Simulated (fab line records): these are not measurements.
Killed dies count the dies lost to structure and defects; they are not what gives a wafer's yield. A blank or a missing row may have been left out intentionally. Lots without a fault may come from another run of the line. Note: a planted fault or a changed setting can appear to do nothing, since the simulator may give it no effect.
fab line records	flow sky130
record: lots: 7	wafers: 21	lastDay: 49
route steps=708 shown LOCAL_INTERCONNECT@405 CONTACT@406 PAD_OPEN@708
lots with no fault: from the same line, run without faults
startH: start of the lot's first displayed wafer, in hours after the record's first day	waitH: hours elapsed since this lot's preceding step	" identical to the entry in the row above	L1.1+2: a single row standing in for several wafers	- no value present, or no start provided	* or withheld: withheld	< > ~ a bound
route shown NAME@n: NAME is a module with steps in the file, n the number in the route of the first one	usual: the fault-free wafers' mean and standard deviation	same: alike in all rows	chamber/n: place in a boat	sites: each site's reading	_std_site: the values' standard deviation	_edge_site: inner sites' mean taken away from outer sites' mean	radiusMm: for every site, how far away it sits from the centre of the wafer	mask NAME#n: copy n	behind: tool/chamber where the wafer was last shaped	hold: why the lot went on hold/how many hours it stayed there/how the hold came to an end	device: the n, p or np transistor that did not switch	end of line: the same wafers' tests at the end of the route	a step without rows: its recipe alone	killed: count of dies lost to structure and defects at first sort (not the wafer's yield)	map: per-die view of a wafer (x killed, . not killed, _ where there is no die)
set.NAME: the setting that was run; set.NAME@STEP: the one run at that earlier step	model.NAME: the simulator's own value behind a step, which no gauge read
certain route steps with their lots: each step a table, each wafer a row
services: the hour from which a tool's chamber was out of use, counted from the record's first day as startH (under 0 if before that day), plus the number of hours and why
== steps ==
step: SKY_LOCAL_INTERCONNECT_CLEAN_18
recipe: chemistry: O3/DIW	dry: n2Spin
step: SKY_CONTACT_CVD_00
recipe: material: Si3N4	targetThkNm: 75	tempC: 400	timeS: withheld	rfW: 450
usual: heaterPowerOuterW: 426/75	heaterPowerW: 718/130
lot.wafer	tool	chamber	startH	waitH	heaterPowerOuterW	heaterPowerW
L860.2	pecvd-03	0	729.24	0.0	376	726
L860.5	"	0	"	"	374	723
L860.6	"	1	"	"	479	863
L861.2	pecvd-04	0	738.55	0.0	370	599
L861.4	"	0	"	"	371	601
L861.5	"	1	"	"	324	596
L864.2	pecvd-02	2	763.99	0.0	352	563
L864.3	"	0	"	"	428	678
L864.4	"	2	"	"	355	592
L867.1	pecvd-02	1	798.69	0.0	464	750
L867.4	"	0	"	"	428	672
L867.6	"	2	"	"	324	544
L868.4	pecvd-03	1	809.01	0.0	502	876
L868.5	"	2	"	"	538	897
L868.6	"	0	"	"	458	823
L875.2	pecvd-02	2	852.74	0.0	326	545
L875.3	"	0	"	"	447	711
L875.6	"	2	"	"	335	564
L877.2	pecvd-02	0	859.49	0.0	448	696
L877.5	"	2	"	"	363	591
L877.6	"	0	"	"	451	681
step: SKY_CONTACT_THK_MEAS_01
recipe: reads: Si3N4_of_CONTACT_CVD_00
usual: CONTACT_CVD_00_THK: 75.1/1.1
lot.wafer	tool	chamber	startH	waitH	CONTACT_CVD_00_THK[nm]
L860.2	filmMetro-02	-	729.29	-	75.9
L860.5	"	-	"	"	78.1
L860.6	"	-	"	"	77.1
L861.2	filmMetro-01	-	738.59	-	75.4
L861.4	"	-	"	"	76.4
L861.5	"	-	"	"	75.9
L864.2	filmMetro-01	-	764.04	-	73.3
L864.3	"	-	"	"	74.1
L864.4	"	-	"	"	74.4
L867.1	filmMetro-02	-	798.73	-	73.6
L867.4	"	-	"	"	74.9
L867.6	"	-	"	"	74.2
L868.4	filmMetro-04	-	809.06	-	74.7
L868.5	"	-	"	"	74.9
L868.6	"	-	"	"	76.8
L875.2	filmMetro-04	-	852.79	-	74.1
L875.3	"	-	"	"	73.4
L875.6	"	-	"	"	75.0
L877.2	filmMetro-01	-	859.54	-	73.2
L877.5	"	-	"	"	74.7
L877.6	"	-	"	"	73.6
step: SKY_CONTACT_HDPCVD_02
recipe: material: SiO2	targetThkNm: 565	sigmaOpenFrac: 0.3	timeS: 94.2	tempC: 600	sih4FlowSccm: 60	pressureMtorr: 6
step: SKY_CONTACT_THK_MEAS_03
recipe: reads: SiO2_of_CONTACT_HDPCVD_02
usual: CONTACT_HDPCVD_THK: 561/5.3
lot.wafer	tool	chamber	startH	waitH	CONTACT_HDPCVD_THK[nm]
L860.2	filmMetro-01	-	729.42	0.0	558
L860.5	"	-	"	"	565
L860.6	"	-	"	"	561
L861.2	filmMetro-04	-	738.72	0.0	557
L861.4	"	-	"	"	573
L861.5	"	-	"	"	562
L864.2	filmMetro-02	-	764.17	0.0	563
L864.3	"	-	"	"	568
L864.4	"	-	"	"	559
L867.1	filmMetro-04	-	798.86	0.0	562
L867.4	"	-	"	"	561
L867.6	"	-	"	"	566
L868.4	filmMetro-02	-	809.19	0.0	559
L868.5	"	-	"	"	557
L868.6	"	-	"	"	561
L875.2	filmMetro-02	-	852.92	0.0	565
L875.3	"	-	"	"	563
L875.6	"	-	"	"	557
L877.2	filmMetro-02	-	859.67	0.0	560
L877.5	"	-	"	"	564
L877.6	"	-	"	"	561
step: SKY_CONTACT_CMP_04
recipe: material: SiO2	downForcePsi: 4	platenRpm: 60	padVelocityMS: 0.94248
usual: headPressurePsi: 4.000/0.0094	motorCurrentA: 12.5/1.2	timeToEndpointS: 81/3.8
lot.wafer	tool	chamber	startH	waitH	headPressurePsi	motorCurrentA	timeToEndpointS
L860.2	cmp-01	0	729.57	0.1	4.010	11.7	80
L860.6	"	2	"	"	4.007	15.2	85
L860.5	"	3	"	"	3.996	13.4	82
L861.4	cmp-02	3	738.82	0.1	4.020	12.5	90
L861.2	"	0	"	"	4.005	11.0	81
L861.5	"	3	"	"	3.998	11.7	86
L864.4	cmp-02	0	764.47	0.3	4.015	10.8	81
L864.2	"	1	"	"	4.004	12.8	79
L864.3	"	3	"	"	4.012	12.4	87
L867.4	cmp-01	3	798.92	0.0	4.006	13.7	82
L867.1	"	2	"	"	3.988	15.2	84
L867.6	"	3	"	"	4.007	14.2	84
L868.4	cmp-02	2	809.32	0.1	4.002	12.9	80
L868.5	"	0	"	"	3.996	11.1	81
L868.6	"	1	"	"	3.994	12.6	82
L875.3	cmp-02	1	853.07	0.1	3.981	13.3	80
L875.2	"	2	"	"	3.982	13.3	86
L875.6	"	3	"	"	3.998	11.8	82
L877.2	cmp-02	0	859.72	0.0	4.003	10.9	79
L877.6	"	0	"	"	4.002	11.2	81
L877.5	"	1	"	"	3.996	13.5	83
step: SKY_CONTACT_BOW_MEAS_05
recipe: mode: bow
usual: CONTACT_BOW: 80/6.2
lot.wafer	tool	chamber	startH	waitH	CONTACT_BOW[um]
L860.2	filmMetro-04	-	729.79	0.2	83
L860.5	"	-	"	"	78
L860.6	"	-	"	"	81
L861.2	filmMetro-02	-	739.09	0.2	67
L861.4	"	-	"	"	75
L861.5	"	-	"	"	84
L864.2	filmMetro-02	-	764.79	0.2	77
L864.3	"	-	"	"	78
L864.4	"	-	"	"	73
L867.1	filmMetro-01	-	799.22	0.1	89
L867.4	"	-	"	"	82
L867.6	"	-	"	"	70
L868.4	filmMetro-01	-	809.58	0.2	90
L868.5	"	-	"	"	75
L868.6	"	-	"	"	85
L875.2	filmMetro-02	-	853.29	0.1	80
L875.3	"	-	"	"	74
L875.6	"	-	"	"	70
L877.2	filmMetro-01	-	860.04	0.3	74
L877.5	"	-	"	"	70
L877.6	"	-	"	"	76
step: SKY_CONTACT_DEHYDRATE_06
recipe: tempC: 200	timeS: 60
step: SKY_CONTACT_HMDS_07
recipe: primeTimeS: 60	primeTempC: 120
step: SKY_CONTACT_COAT_08
recipe: resist: BARC	tempC: withheld	timeS: withheld	spinRpm: 3000	resistThkNm: 60
step: SKY_CONTACT_COAT_09
recipe: resist: KrF-thick	spinRpm: 3000	resistThkNm: 450
step: SKY_CONTACT_SOFTBAKE_10
recipe: tempC: 100	timeS: 90	resist: KrF-thick
step: SKY_CONTACT_EXPOSE_11
recipe: maskId: CTM1	na: 0.8	sourceShape: annular	sigmaInner: 0.55	sigmaOuter: 0.85	targetCdNm: 170	doseMj: 38
usual: exposureDoseMJCm2: 37.99/0.041
lot.wafer	tool	chamber	startH	waitH	mask	exposureDoseMJCm2
L860.2	krfScanner-01	0	743.34	-	CTM1#0	38.03
L860.5	"	0	"	"	CTM1#0	38.03
L860.6	"	0	"	"	CTM1#0	38.04
L861.2	krfScanner-01	0	752.81	-	CTM1#0	38.07
L861.4	"	0	"	"	CTM1#0	38.05
L861.5	"	0	"	"	CTM1#0	38.03
L864.2	krfScanner-01	0	778.43	-	CTM1#0	36.00
L864.3	"	0	"	"	CTM1#0	35.96
L864.4	"	0	"	"	CTM1#0	35.89
L867.1	krfScanner-01	0	812.16	-	CTM1#0	36.29
L867.4	"	0	"	"	CTM1#0	36.34
L867.6	"	0	"	"	CTM1#0	36.31
L868.4	krfScanner-01	0	823.45	-	CTM1#0	36.29
L868.5	"	0	"	"	CTM1#0	36.33
L868.6	"	0	"	"	CTM1#0	36.30
L875.2	krfScanner-02	0	865.91	-	CTM1#0	37.97
L875.3	"	0	"	"	CTM1#0	37.96
L875.6	"	0	"	"	CTM1#0	37.94
L877.2	krfScanner-02	0	872.35	-	CTM1#0	37.99
L877.5	"	0	"	"	CTM1#0	38.06
L877.6	"	0	"	"	CTM1#0	37.99
step: SKY_CONTACT_PEB_12
recipe: pebTempC: withheld	pebTimeS: withheld	resist: KrF-thick
step: SKY_CONTACT_DEVELOP_13
recipe: developTimeS: 60	resist: KrF-thick	devTempC: 21
step: SKY_CONTACT_CD_MEAS_14
recipe: targetCdNm: 170
usual: cdNm: 170.0/1.4
lot.wafer	tool	chamber	startH	waitH	hold	cdNm
L860.2	cdSem-02	-	756.51	-	-	169.2
L860.5	"	-	"	"	-	168.4
L860.6	"	-	"	"	-	169.4
L861.2	cdSem-01	-	766.26	-	-	170.9
L861.4	"	-	"	"	-	170.9
L861.5	"	-	"	"	-	170.7
L864.2	cdSem-02	-	791.36	-	awaitDispo/0.2h/release	161.3
L864.3	"	-	"	"	awaitDispo/0.2h/release	161.6
L864.4	"	-	"	"	awaitDispo/0.2h/release	161.9
L864.2	cdSem-02	-	791.67	0.3	-	161.1
L864.3	"	-	"	"	-	161.7
L864.4	"	-	"	"	-	161.8
L867.1	cdSem-02	-	825.29	-	awaitDispo/0.2h/release	162.1
L867.4	"	-	"	"	awaitDispo/0.2h/release	163.2
L867.6	"	-	"	"	awaitDispo/0.2h/release	162.3
L867.1	cdSem-02	-	825.58	0.3	-	161.9
L867.4	"	-	"	"	-	163.4
L867.6	"	-	"	"	-	161.9
L868.4	cdSem-01	-	835.84	-	awaitDispo/0.2h/release	162.1
L868.5	"	-	"	"	awaitDispo/0.2h/release	162.0
L868.6	"	-	"	"	awaitDispo/0.2h/release	163.4
L868.4	cdSem-01	-	836.36	0.5	-	161.8
L868.5	"	-	"	"	-	161.8
L868.6	"	-	"	"	-	163.1
L875.2	cdSem-02	-	878.71	-	-	171.2
L875.3	"	-	"	"	-	170.0
L875.6	"	-	"	"	-	169.9
L877.2	cdSem-01	-	885.11	-	-	169.7
L877.5	"	-	"	"	-	170.3
L877.6	"	-	"	"	-	169.6
step: SKY_CONTACT_OVL_MEAS_15
usual: CONTACT_OVL: 0/5
lot.wafer	tool	chamber	startH	waitH	hold	CONTACT_OVL[nm]
L860.2	overlay-02	-	756.62	0.1	-	-9
L860.5	"	-	"	"	-	-4
L860.6	"	-	"	"	-	-7
L861.2	overlay-02	-	766.37	0.1	-	0
L861.4	"	-	"	"	-	0
L861.5	"	-	"	"	-	-12
L864.2	overlay-01	-	797.75	6.1	awaitDispo/6.0h/release	-3
L864.3	"	-	"	"	awaitDispo/6.0h/release	0
L864.4	"	-	"	"	awaitDispo/6.0h/release	-6
L867.1	overlay-01	-	829.78	4.2	awaitDispo/4.1h/release	-3
L867.4	"	-	"	"	awaitDispo/4.1h/release	0
L867.6	"	-	"	"	awaitDispo/4.1h/release	4
L868.4	overlay-01	-	838.12	1.7	awaitDispo/1.7h/release	-3
L868.5	"	-	"	"	awaitDispo/1.7h/release	-1
L868.6	"	-	"	"	awaitDispo/1.7h/release	2
L875.2	overlay-02	-	878.82	0.1	-	3
L875.3	"	-	"	"	-	7
L875.6	"	-	"	"	-	6
L877.2	overlay-02	-	885.22	0.1	-	6
L877.5	"	-	"	"	-	6
L877.6	"	-	"	"	-	6
step: SKY_CONTACT_ETCH_16
recipe: chemistry: N2/H2	target: BARC	ionEnergyEv: 200	sourceW: 500	biasW: 100	pressureMtorr: 30	n2FlowSccm: 100	h2FlowSccm: 200	stopOn: SiO2	timeS: 45.9	targetDepthA: 600
usual: drypumpMotorCurrentA: 5.7/0.35	n2FlowSccm: 99.99/0.3	oesProductAu: 0.854/0.005	throttleValvePct: 13.224/0.0098
lot.wafer	tool	chamber	startH	waitH	drypumpMotorCurrentA	n2FlowSccm	oesProductAu	rfHoursCounterH	throttleValvePct	model.CONTACT.cdNm
L860.2	rieDiel-03	3	756.65	0.0	6.0	99.89	0.850	11	13.229	169.7
L860.5	"	2	"	"	5.2	100.36	0.855	-	13.218	169.8
L860.6	"	3	"	"	6.0	99.93	0.854	-	13.215	169.6
L861.2	rieDiel-04	2	766.40	0.0	5.2	99.25	0.846	5	13.215	171.4
L861.4	"	0	"	"	6.2	100.35	0.852	-	13.254	170.7
L861.5	"	3	"	"	6.0	99.86	0.861	-	13.213	172
L864.2	rieDiel-03	1	797.78	0.0	5.8	99.90	0.861	11	13.237	161.6
L864.3	"	0	"	"	6.1	99.98	0.857	11	13.244	161.7
L864.4	"	2	"	"	5.2	100.32	0.862	6	13.224	162.5
L867.1	rieDiel-02	0	829.81	0.0	5.5	99.89	0.851	18	13.234	161.3
L867.4	"	2	"	"	5.3	99.67	0.852	5	13.230	161.7
L867.6	"	1	"	"	5.7	100.21	0.851	-	13.220	161.7
L868.4	rieDiel-02	3	838.14	0.0	5.5	99.89	0.855	2	13.236	161.5
L868.5	"	2	"	"	5.3	100.41	0.851	-	13.218	160.8
L868.6	"	3	"	"	5.5	99.61	0.857	-	13.228	163.3
L875.2	rieDiel-04	2	878.85	0.0	5.2	99.81	0.859	9	13.218	171.8
L875.3	"	0	"	"	6.2	99.93	0.851	23	13.224	170
L875.6	"	3	"	"	6.0	99.62	0.849	-	13.223	171.3
L877.2	rieDiel-03	1	885.25	0.0	5.8	100.03	0.855	15	13.228	169.9
L877.5	"	0	"	"	6.1	99.86	0.857	-	13.224	170.6
L877.6	"	3	"	"	6.0	100.23	0.849	-	13.227	169.5
step: SKY_CONTACT_ETCH_17
recipe: target: SiO2	chemistry: C4F8/O2/Ar	stopOn: Si3N4	maskMaterial: KrF-thick	sourceW: 1500	biasW: 1200	pressureMtorr: 40	c4f8FlowSccm: withheld	O2_flow_sccm: 6	Ar_flow_sccm: 300	timeS: withheld	targetDepthA: 3400
usual: oesProductAu: 0.892/0.0046
lot.wafer	tool	chamber	startH	waitH	oesProductAu
L860.2	rieDiel-03	3	756.69	0.0	0.893
L860.5	"	2	"	"	0.882
L860.6	"	3	"	"	0.895
L861.2	rieDiel-04	2	766.44	0.0	0.893
L861.4	"	0	"	"	0.896
L861.5	"	3	"	"	0.901
L864.2	rieDiel-03	1	797.83	0.0	0.890
L864.3	"	0	"	"	0.896
L864.4	"	2	"	"	0.893
L867.1	rieDiel-02	0	829.85	0.0	0.890
L867.4	"	2	"	"	0.900
L867.6	"	1	"	"	0.889
L868.4	rieDiel-02	3	838.18	0.0	0.895
L868.5	"	2	"	"	0.892
L868.6	"	3	"	"	0.890
L875.2	rieDiel-04	2	878.89	0.0	0.891
L875.3	"	0	"	"	0.891
L875.6	"	3	"	"	0.895
L877.2	rieDiel-03	1	885.29	0.0	0.900
L877.5	"	0	"	"	0.891
L877.6	"	3	"	"	0.889
step: SKY_CONTACT_ETCH_18
recipe: target: Si3N4	chemistry: CHF3/O2	stopOn: TiN	sourceW: 600	biasW: 200	pressureMtorr: 40	chf3FlowSccm: 50	O2_flow_sccm: 5	timeS: 39	targetDepthA: 750
usual: drypumpMotorCurrentA: 5.7/0.35	oesProductAu: 0.855/0.0083	throttleValvePct: 8.794/0.0095
lot.wafer	tool	chamber	startH	waitH	drypumpMotorCurrentA	oesProductAu	rfHoursCounterH	throttleValvePct	model.CONTACT.cdNm
L860.2	rieDiel-03	3	-	-	6.0	0.861	11	8.800	169.8
L860.5	"	2	"	"	5.1	0.879	-	8.793	169.8
L860.6	"	3	"	"	6.0	0.869	-	8.781	169.7
L861.2	rieDiel-04	2	-	-	5.2	0.855	6	8.783	171
L861.4	"	0	"	"	6.2	0.862	-	8.817	171.1
L861.5	"	3	"	"	6.0	0.863	-	8.781	171.9
L864.2	rieDiel-03	1	-	-	5.8	0.844	11	8.802	160.9
L864.3	"	0	"	"	6.1	0.846	12	8.804	161.3
L864.4	"	2	"	"	5.1	0.856	6	8.785	162.4
L867.1	rieDiel-02	0	-	-	5.4	0.842	18	8.776	161.4
L867.4	"	2	"	"	5.3	0.861	5	8.793	161.6
L867.6	"	1	"	"	5.7	0.852	-	8.800	161.4
L868.4	rieDiel-02	3	-	-	5.5	0.851	2	8.787	161.3
L868.5	"	2	"	"	5.3	0.851	-	8.804	160.6
L868.6	"	3	"	"	5.5	0.859	-	8.800	163.2
L875.2	rieDiel-04	2	-	-	5.2	0.849	9	8.800	172
L875.3	"	0	"	"	6.1	0.836	23	8.789	170.5
L875.6	"	3	"	"	6.0	0.849	-	8.791	171.4
L877.2	rieDiel-03	1	-	-	5.8	0.839	15	8.790	169.1
L877.5	"	0	"	"	6.0	0.856	-	8.792	170.4
L877.6	"	3	"	"	6.0	0.840	-	8.786	169.5
step: SKY_CONTACT_STRIP_19
recipe: chemistry: O2/N2	powerW: 1400	pressureMtorr: 1500	platenTempC: withheld	o2FlowSccm: 3000	n2FlowSccm: 300	overashFraction: 0.5
usual: drypumpMotorCurrentA: 5.5/0.51	n2FlowSccm: 300.0/0.9	oesProductAu: 0.381/0.0044	stripTimeToEndpointS: 3.61/0.042
lot.wafer	tool	chamber	startH	waitH	drypumpMotorCurrentA	n2FlowSccm	oesProductAu	rfHoursCounterH	stripTimeToEndpointS
L860.2	plasmaAsher-04	0	756.78	-	4.8	298.9	0.382	94	3.57
L860.5	"	0	"	"	4.7	299.6	0.383	-	3.55
L860.6	"	1	"	"	5.4	300.7	0.379	-	3.58
L861.2	plasmaAsher-02	0	766.53	-	6.6	299.7	0.379	33	3.56
L861.4	"	0	"	"	6.6	299.6	0.383	-	3.60
L861.5	"	0	"	"	6.6	299.0	0.380	-	3.62
L864.2	plasmaAsher-02	1	797.92	-	6.0	300.7	0.387	35	3.66
L864.3	"	1	"	"	6.1	301.8	0.390	-	3.58
L864.4	"	0	"	"	6.6	300.9	0.373	-	3.51
L867.1	plasmaAsher-04	1	829.94	-	5.4	300.4	0.385	100	3.60
L867.4	"	0	"	"	4.8	300.1	0.375	-	3.64
L867.6	"	1	"	"	5.3	300.4	0.379	-	3.55
L868.4	plasmaAsher-04	0	838.30	-	4.7	300.7	0.384	-	3.65
L868.5	"	1	"	"	5.4	300.4	0.370	-	3.62
L868.6	"	0	"	"	4.7	299.8	0.384	-	3.70
L875.2	plasmaAsher-03	0	878.98	-	5.6	300.3	0.376	77	3.56
L875.3	"	1	"	"	5.5	300.0	0.374	-	3.59
L875.6	"	1	"	"	5.5	300.9	0.386	-	3.60
L877.2	plasmaAsher-03	1	885.38	-	5.5	299.9	0.383	77	3.68
L877.5	"	0	"	"	5.6	299.8	0.380	-	3.60
L877.6	"	1	"	"	5.5	301.1	0.382	-	3.60
step: SKY_PAD_OPEN_PROBE_99
usual: killed_at_M0_to_M3: 42/7.6	killed_at_M4_up: 2.9/1.7	killedAtContacts: 24/5.1	killedAtFrontEnd: 15/4	killedAtOther: 0.2/0.38	killedDies: 84/9.9	killedOpen: 46/7.2	killedShort: 38/6.6
same: grossDies: 492	killedAtBackSide: 0
lot.wafer	tool	chamber	startH	waitH	killed_at_M0_to_M3	killed_at_M4_up	killedAtContacts	killedAtFrontEnd	killedAtOther	killedDies	killedOpen	killedShort	model.etest.mconChain.rcOhm
L860.2	prober-01	-	1095.19	0.1	30	2	25	23	0	80	32	48	16.15
L860.5	prober-01	-	1095.34	0.2	33	3	26	12	0	74	43	31	16.22
L860.6	prober-01	-	1095.39	0.2	31	1	21	17	0	70	42	28	16.5
L861.2	prober-02	-	1102.04	0.1	40	3	22	17	0	82	41	41	16.24
L861.4	prober-02	-	1102.14	0.2	49	3	24	20	0	96	50	46	16.91
L861.5	prober-02	-	1102.19	0.2	37	2	26	20	0	85	46	39	16.61
L864.2	prober-01	-	1120.35	0.1	39	5	22	7	1	74	39	35	18.01
L864.3	prober-01	-	1120.40	0.2	31	1	20	13	0	65	32	33	17.78
L864.4	prober-01	-	1120.45	0.2	46	4	20	13	0	83	43	40	17.43
L867.1	prober-02	-	1141.91	0.1	50	5	26	10	0	91	53	38	19.1
L867.4	prober-02	-	1142.06	0.2	40	3	14	12	0	69	30	39	18.34
L867.6	prober-02	-	1142.16	0.2	41	5	25	14	0	85	45	40	17.58
L868.4	prober-01	-	1153.41	0.2	52	4	28	10	0	94	45	49	17.36
L868.5	prober-01	-	1153.46	0.2	48	2	27	13	0	90	46	44	17.89
L868.6	prober-01	-	1153.51	0.2	43	3	26	12	0	84	52	32	17.54
L875.2	prober-02	-	1182.35	0.1	43	6	24	13	0	86	45	40	16.32
L875.3	prober-02	-	1182.40	0.2	34	3	21	14	1	73	34	39	16.53
L875.6	prober-02	-	1182.55	0.2	38	6	22	14	0	80	41	39	16.42
L877.2	prober-02	-	1184.60	0.1	44	4	24	23	0	95	49	46	16.84
L877.5	prober-02	-	1184.75	0.2	54	3	26	15	0	98	52	46	17.07
L877.6	prober-02	-	1184.80	0.2	39	2	18	14	0	73	42	31	17.79
killed by level:class
L860.2 FIELD_ISO:geometricParticle:short=7 LOCAL_INTERCONNECT:geometricParticle:short=7 CONTACT:geometricParticle:open=7 POLY_GATE:geometricParticle:short=6 METAL1:geometricParticle:short=6 VIA3:geometricParticle:open=6 POLY_GATE:geometricParticle:open=5 LI_CONTACT:geometricParticle:open=5
L860.5 LI_CONTACT:geometricParticle:open=10 CONTACT:geometricParticle:open=10 VIA2:geometricParticle:open=7 METAL1:geometricParticle:short=5 FIELD_ISO:geometricParticle:short=4 VIA1:geometricParticle:open=4 METAL2:geometricParticle:short=4 VIA2:geometricParticle:short=4
L860.6 CONTACT:geometricParticle:open=11 VIA1:geometricParticle:open=7 POLY_GATE:geometricParticle:open=6 VIA1:geometricParticle:short=6 LI_CONTACT:geometricParticle:open=5 VIA3:geometricParticle:open=5 VIA2:geometricParticle:short=4 FIELD_ISO:geometricParticle:short=3
L861.2 VIA1:geometricParticle:open=8 CONTACT:geometricParticle:open=6 METAL1:geometricParticle:short=6 VIA1:geometricParticle:short=6 FIELD_ISO:geometricParticle:short=5 CONTACT:geometricParticle:short=5 METAL2:geometricParticle:short=5 VIA3:geometricParticle:open=5
L861.4 VIA1:geometricParticle:open=13 CONTACT:geometricParticle:open=8 LOCAL_INTERCONNECT:geometricParticle:short=7 VIA2:geometricParticle:open=7 VIA3:geometricParticle:open=6 METAL1:geometricParticle:short=6 METAL2:geometricParticle:short=6 FIELD_ISO:geometricParticle:open=5
L861.5 VIA1:geometricParticle:open=14 CONTACT:geometricParticle:open=10 METAL1:geometricParticle:short=9 FIELD_ISO:geometricParticle:short=6 POLY_GATE:geometricParticle:open=5 LOCAL_INTERCONNECT:geometricParticle:short=5 FIELD_ISO:geometricParticle:open=4 LI_CONTACT:geometricParticle:short=4
L864.2 VIA1:geometricParticle:open=11 CONTACT:geometricParticle:open=7 METAL1:geometricParticle:short=7 LI_CONTACT:geometricParticle:open=5 LOCAL_INTERCONNECT:geometricParticle:short=4 METAL3:geometricParticle:short=4 FIELD_ISO:geometricParticle:short=3 CONTACT:geometricParticle:short=3
L864.3 LI_CONTACT:geometricParticle:open=7 CONTACT:geometricParticle:short=6 CONTACT:geometricParticle:open=6 VIA2:geometricParticle:short=5 METAL1:geometricParticle:short=4 VIA2:geometricParticle:open=4 VIA3:geometricParticle:open=4 FIELD_ISO:geometricParticle:short=3
L864.4 VIA1:geometricParticle:open=11 METAL1:geometricParticle:short=8 CONTACT:geometricParticle:open=6 VIA1:geometricParticle:short=6 LI_CONTACT:geometricParticle:open=5 METAL2:geometricParticle:short=5 FIELD_ISO:geometricParticle:open=4 CONTACT:geometricParticle:short=4
L867.1 VIA1:geometricParticle:open=16 CONTACT:geometricParticle:open=10 VIA2:geometricParticle:open=9 LI_CONTACT:geometricParticle:open=8 VIA1:geometricParticle:short=5 METAL2:geometricParticle:short=5 FIELD_ISO:geometricParticle:short=4 METAL1:geometricParticle:short=4
L867.4 METAL1:geometricParticle:short=11 POLY_GATE:geometricParticle:short=5 CONTACT:geometricParticle:open=5 VIA2:geometricParticle:open=5 VIA3:geometricParticle:open=5 VIA1:geometricParticle:short=4 VIA1:geometricParticle:open=4 METAL2:geometricParticle:short=4
L867.6 VIA1:geometricParticle:open=11 CONTACT:geometricParticle:open=9 LI_CONTACT:geometricParticle:open=6 POLY_GATE:geometricParticle:short=5 VIA1:geometricParticle:short=5 FIELD_ISO:geometricParticle:open=4 LOCAL_INTERCONNECT:geometricParticle:short=4 CONTACT:geometricParticle:short=4
L868.4 VIA1:geometricParticle:open=10 VIA2:geometricParticle:open=9 CONTACT:geometricParticle:short=7 METAL1:geometricParticle:short=7 METAL2:geometricParticle:short=7 LI_CONTACT:geometricParticle:open=6 CONTACT:geometricParticle:open=6 LI_CONTACT:geometricParticle:short=5
L868.5 CONTACT:geometricParticle:open=9 VIA1:geometricParticle:open=9 METAL2:geometricParticle:short=8 LI_CONTACT:geometricParticle:open=6 METAL1:geometricParticle:short=6 VIA1:geometricParticle:short=6 LOCAL_INTERCONNECT:geometricParticle:short=5 VIA3:geometricParticle:open=5
L868.6 VIA1:geometricParticle:open=10 CONTACT:geometricParticle:open=10 LI_CONTACT:geometricParticle:open=8 VIA2:geometricParticle:open=7 VIA3:geometricParticle:open=6 METAL2:geometricParticle:short=5 FIELD_ISO:geometricParticle:short=4 CONTACT:geometricParticle:short=4
L875.2 METAL1:geometricParticle:short=12 CONTACT:geometricParticle:open=11 VIA1:geometricParticle:open=8 VIA2:geometricParticle:open=8 FIELD_ISO:geometricParticle:open=4 LI_CONTACT:geometricParticle:open=4 POLY_CUT:geometricParticle:short=3 CONTACT:geometricParticle:short=3
L875.3 CONTACT:geometricParticle:open=9 VIA1:geometricParticle:open=6 METAL2:geometricParticle:short=6 POLY_GATE:geometricParticle:short=5 LI_CONTACT:geometricParticle:open=5 CONTACT:geometricParticle:short=4 METAL1:geometricParticle:short=4 FIELD_ISO:geometricParticle:short=3
L875.6 VIA1:geometricParticle:open=8 VIA2:geometricParticle:open=8 LI_CONTACT:geometricParticle:open=6 LOCAL_INTERCONNECT:geometricParticle:short=6 CONTACT:geometricParticle:open=5 METAL1:geometricParticle:short=5 METAL2:geometricParticle:short=5 METAL4:geometricParticle:short=5
L877.2 CONTACT:geometricParticle:open=9 METAL2:geometricParticle:short=9 VIA1:geometricParticle:open=9 FIELD_ISO:geometricParticle:open=6 VIA3:geometricParticle:open=5 METAL1:geometricParticle:short=5 VIA1:geometricParticle:short=5 VIA2:geometricParticle:open=5
L877.5 CONTACT:geometricParticle:open=12 VIA1:geometricParticle:open=10 METAL2:geometricParticle:short=10 VIA2:geometricParticle:open=9 LI_CONTACT:geometricParticle:open=5 VIA1:geometricParticle:short=5 VIA2:geometricParticle:short=5 LI_CONTACT:geometricParticle:short=4
L877.6 VIA1:geometricParticle:open=10 CONTACT:geometricParticle:open=9 VIA2:geometricParticle:open=9 FIELD_ISO:geometricParticle:short=6 METAL1:geometricParticle:short=5 METAL2:geometricParticle:short=4 FIELD_ISO:geometricParticle:open=3 LOCAL_INTERCONNECT:geometricParticle:open=3
== services ==
tool	chamber	startH	hours	kind
rieDiel-03	0	708.00	8.7	repair
rieDiel-04	1	712.95	76.1	repair
rieDiel-03	3	716.93	8.7	repair
rieDiel-03	1	720.08	31.5	repair
krfScanner-01	-	736.42	4.4	pm
krfScanner-01	-	740.79	1.3	pm
krfScanner-01	-	742.09	1.0	pm
krfScanner-01	-	760.02	2.6	repair
krfScanner-01	-	773.24	0.8	pm
krfScanner-01	-	773.99	0.8	pm
rieDiel-02	3	793.05	4.7	repair
cmp-02	-	796.42	4.6	repair
rieDiel-04	0	813.87	4.2	repair
rieDiel-04	1	814.40	4.0	repair
cmp-02	-	824.73	0.3	repair
cmp-02	-	828.86	4.7	pm
rieDiel-04	2	830.99	3.2	repair
krfScanner-01	-	843.20	1.3	pm
rieDiel-03	-	846.57	0.5	repair
rieDiel-04	0	853.94	8.6	repair
krfScanner-01	-	855.15	0.2	repair
rieDiel-04	0	865.71	4.8	repair
cmp-02	-	865.82	0.8	repair
rieDiel-02	0	866.96	3.0	repair
== key ==
firstSign: step: SKY_CONTACT_EXPOSE_11	reading: exposureDoseMJCm2	direction: down	sigmas: 44	usual: *	struck: *
effect: step: SKY_CONTACT_CD_MEAS_14	reading: visit	direction: added	through: controlLoop
effect: step: SKY_CONTACT_CD_MEAS_14	reading: cdNm	direction: down	sigmas: 5.4	usual: 170.0	struck: 162.2	through: controlLoop
modelEffect: step: SKY_CONTACT_ETCH_16	value: CONTACT.cdNm	without: 170.8	struck: 161.8
modelEffect: step: SKY_CONTACT_ETCH_18	value: CONTACT.cdNm	without: 170.5	struck: 161.6
modelEffect: step: SKY_PAD_OPEN_PROBE_99	value: etest.mconChain.rcOhm	without: 16.89	struck: 17.89
metAt SKY_CONTACT_EXPOSE_11
struckWafers L864.2,L864.3,L864.4,L867.1,L867.4,L867.6,L868.4,L868.5,L868.6
testerLeftOut L864,L867,L868
loopTrim: step: SKY_CONTACT_EXPOSE_11	setting: dose	lots: L867,L868
onsetBetween 752.81 778.43
fault: kind: processParameterDrift	tool: krfScanner-01	chamber: -	onsetH: 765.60	steps: SKY_CONTACT_EXPOSE_11	channel: doseMj	offset: -2.0879	shape: step	actsIn: theseRecipesOnly	stated: 38
testerLeftOut: of these lots the tester's yield and bins aren't shown, on N5 and GAA mostly nor the transistor test; their killed dies are dies lost to structure and defects alone, not to doping, threshold or leakage, so they don't give the yield
loopTrim: a control loop set the setting to another value than it would have without faults
